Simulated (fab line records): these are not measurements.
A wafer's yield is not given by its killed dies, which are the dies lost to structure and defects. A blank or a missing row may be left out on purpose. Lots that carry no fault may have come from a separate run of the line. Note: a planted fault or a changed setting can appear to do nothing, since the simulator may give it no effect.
Chamber matching / flow gf180mcu / GF_V3_CMP_26 on cmp-02: 4 sister chambers
The step polishes, stops on SiO2, t overpolish 15 s, target thk 0 nm. 8 wafers are shown with their chamber, then 9 later ones without.

WAFERS PAIRED WITH THEIR CHAMBERS
wafer=L222.1; chamber=2; motorCurrentA (A)=9.5; timeToEndpointS (s)=85
wafer=L222.5; chamber=3; motorCurrentA (A)=9.9; timeToEndpointS (s)=88
wafer=L224.4; chamber=0; motorCurrentA (A)=11.8; timeToEndpointS (s)=89
wafer=L224.5; chamber=1; motorCurrentA (A)=11.1; timeToEndpointS (s)=85
wafer=L224.6; chamber=2; motorCurrentA (A)=9.5; timeToEndpointS (s)=85
wafer=L232.3; chamber=3; motorCurrentA (A)=9.8; timeToEndpointS (s)=83
wafer=L232.5; chamber=0; motorCurrentA (A)=11.6; timeToEndpointS (s)=85
wafer=L232.6; chamber=1; motorCurrentA (A)=11.7; timeToEndpointS (s)=82

WAFERS WITH NO CHAMBER GIVEN
wafer=L233.1; motorCurrentA (A)=9.4; timeToEndpointS (s)=87
wafer=L233.3; motorCurrentA (A)=11.5; timeToEndpointS (s)=86
wafer=L233.4; motorCurrentA (A)=10.1; timeToEndpointS (s)=88
wafer=L234.2; motorCurrentA (A)=11.5; timeToEndpointS (s)=84
wafer=L234.4; motorCurrentA (A)=10.2; timeToEndpointS (s)=88
wafer=L234.6; motorCurrentA (A)=9.5; timeToEndpointS (s)=89
wafer=L235.3; motorCurrentA (A)=12.1; timeToEndpointS (s)=88
wafer=L235.5; motorCurrentA (A)=12.0; timeToEndpointS (s)=86
wafer=L235.6; motorCurrentA (A)=12.1; timeToEndpointS (s)=91

WHICH CHAMBER EACH WENT THROUGH
wafer=L233.1; from the rows above=can't be placed: 2 or 3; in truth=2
wafer=L233.3; from the rows above=can't be placed: 0 or 1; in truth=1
wafer=L233.4; from the rows above=can't be placed: 3 or 2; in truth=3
wafer=L234.2; from the rows above=can't be placed: 1 or 0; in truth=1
wafer=L234.4; from the rows above=can't be placed: 3 or 2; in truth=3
wafer=L234.6; from the rows above=can't be placed: 2 or 3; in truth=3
wafer=L235.3; from the rows above=can't be placed: 0 or 1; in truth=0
wafer=L235.5; from the rows above=can't be placed: 0 or 1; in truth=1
wafer=L235.6; from the rows above=can't be placed: 0 or 1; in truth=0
Placed correctly: 0 of 9. Can't be placed from these rows: 9 (the true chamber is among the candidates in 9). Number placed wrongly: 0.
How it was worked out, from the rows above alone: a wafer's distance from a chamber is the root of the sum, over the readings, of the square of ((its reading less the chamber's mean) divided by the reading's scatter). The wafer belongs to the nearest chamber; if the next one is less than 2 further off, it can't be placed. Each chamber's mean is taken over the wafers shown for it. How the scatter is found: for the shown wafers, subtract from each reading the mean of its chamber, square and add these, divide the total by (wafers less chambers), then take the root.
